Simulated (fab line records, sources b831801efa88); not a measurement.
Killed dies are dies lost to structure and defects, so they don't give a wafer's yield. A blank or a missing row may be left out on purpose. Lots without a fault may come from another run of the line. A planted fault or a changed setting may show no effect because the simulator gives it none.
Which tool did it? | flow sky130 | 6 lots, 18 wafers sampled, at 1 step of a route of 708

WHAT THE GAUGES READ, wafer by wafer
SKY_VIA2_OVL_MEAS_13.
lot  | measured     | on         | VIA2_OVL (nm)
L557 | day 36 15:28 | overlay-01 | -4 0 -4
L559 | day 37 09:32 | overlay-02 | -6 -10 -9
L562 | day 38 03:07 | overlay-01 | -16 -6 -9
L565 | day 39 08:23 | overlay-02 | -6 -17 -12
L569 | day 40 08:01 | overlay-02 | 2 -1 1
L571 | day 41 01:50 | overlay-01 | -2 -7 -1

WHICH TOOL RAN EACH LOT (tool, then ch and the chambers of the sampled wafers, then the start)
The record holds no process step before these readings.

THE ANSWER, worked out from the rows above alone
Rule: what is usual is taken from the lots themselves. Put in order of their means at a reading, lots are off if they are a third of the lots or fewer, leave a main group of 4 or more, and stand apart from it by a gap of 3 or more times the standard deviation of the main group's means; of several such gaps the widest counts. A main group whose means are all the same, to the digits that the tables above print for the reading, isn't used. A lot without any number at a reading at which 4 lots or more have one is off too. The other lots that the step has rows for count as sound.
No lot is off at any reading shown: from this, nothing can be told.

WHAT THE SIMULATOR HAD PUT IN
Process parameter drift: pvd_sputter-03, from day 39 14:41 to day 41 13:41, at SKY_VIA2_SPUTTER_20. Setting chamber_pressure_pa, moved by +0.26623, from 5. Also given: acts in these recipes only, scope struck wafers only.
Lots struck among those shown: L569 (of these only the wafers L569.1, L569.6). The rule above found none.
